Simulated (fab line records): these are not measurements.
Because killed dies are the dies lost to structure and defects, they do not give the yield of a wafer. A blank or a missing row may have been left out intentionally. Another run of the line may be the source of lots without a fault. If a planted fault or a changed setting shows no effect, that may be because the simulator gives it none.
Lot-split experiment    flow sky130    on a route of 708 steps: 5 lots, 23 wafers read

## THE SPLIT
At SKY_SD_N_EXPOSE_04 (exposes mask NSDM, target cd 380 nm), the setting dose mj was moved away from the recipe's 141 on 11 of the 23 wafers read, by -7.0% to +3.9%. This setting was run at the recipe's value on the other wafers.

## FROM THE SPLIT TO THE READING: what the file shows between them, 2 steps
- SKY_SD_N_PEB_05
- SKY_SD_N_DEVELOP_06: develop time 60 s

## THE READING
cd nm (nm) at SKY_SD_N_CD_MEAS_07, where the cd target is 380 nm. Typical for fault-free wafers on this fab line: 379.3 nm, with standard deviation 2.4 nm.

wafer   tool, chamber at the split  dose mj as run  against the recipe  cd nm, nm  against lot-mates on the recipe
L074.1  iline stepper-02, 0         131.2           -7.0%               360.2      -23.1
L074.2  iline stepper-02, 0         131.2           -7.0%               362.2      -21.1
L074.3  iline stepper-02, 0         141             recipe              382.0      -
L074.4  iline stepper-02, 0         131.2           -7.0%               362.5      -20.8
L074.5  iline stepper-02, 0         141             recipe              384.5      -
L075.1  iline stepper-02, 0         146.5           +3.9%               388.4      +12.8
L075.2  iline stepper-02, 0         141             recipe              376.5      -
L075.3  iline stepper-02, 0         141             recipe              374.7      -
L075.4  iline stepper-02, 0         146.5           +3.9%               386.4      +10.8
L075.5  iline stepper-02, 0         146.5           +3.9%               389.5      +13.9
L077.1  iline stepper-01, 0         132.2           -6.2%               360.8      -20.6
L077.2  iline stepper-01, 0         141             recipe              380.8      -
L077.3  iline stepper-01, 0         132.2           -6.2%               361.8      -19.6
L077.5  iline stepper-01, 0         141             recipe              381.7      -
L077.6  iline stepper-01, 0         141             recipe              381.6      -
L078.3  iline stepper-01, 0         141             recipe              376.9      -
L078.4  iline stepper-01, 0         141             recipe              379.2      -
L078.5  iline stepper-01, 0         141             recipe              378.0      -
L080.1  iline stepper-02, 0         133.6           -5.2%               362.8      -15.6
L080.2  iline stepper-02, 0         141             recipe              377.9      -
L080.3  iline stepper-02, 0         133.6           -5.2%               363.5      -14.9
L080.4  iline stepper-02, 0         141             recipe              379.0      -
L080.5  iline stepper-02, 0         133.6           -5.2%               363.3      -15.1

FIT RESULTS
A straight line over all 23 wafers: cd nm changes by +2.66 nm for each +1% of dose mj; r = +0.97; the points scatter about the line by 2.4 nm.
The same after taking each lot's own level away (the mean of its wafers on the recipe; 23 wafers): +3.11 nm for each +1%; r = +1.00; scatter 1 nm.
That fit puts the effect of the largest move of dose mj on the reading at 22 nm.
From 375.60 to 383.25 nm: that is the span of the lots' own levels, equal to 3.2 times the standard deviation above.
Thus the slope moves with the lot-to-lot level: the two fits are different.
Check: -21.2 nm against its lot-mates is what the line predicts for one of the wafers moved furthest among these (-7.0%) when that wafer is left out of the fit. Against them it came out at -23.1 nm.

## ADDITIONAL SPLITS CARRIED BY THESE WAFERS
Before the reading, these wafers also passed through other splits. Each is held against what the fit with the lots' levels taken away leaves over:
other split on the same wafers  wafers away from the commonest value  r with cd nm (lot level and that fit taken away)
SKY_SD_P_DEVELOP_06 dev temp c  5                                     -0.38

## FILE'S OWN FIT
cd nm changes by +3.12 nm for each +1% of dose mj, r = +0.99.
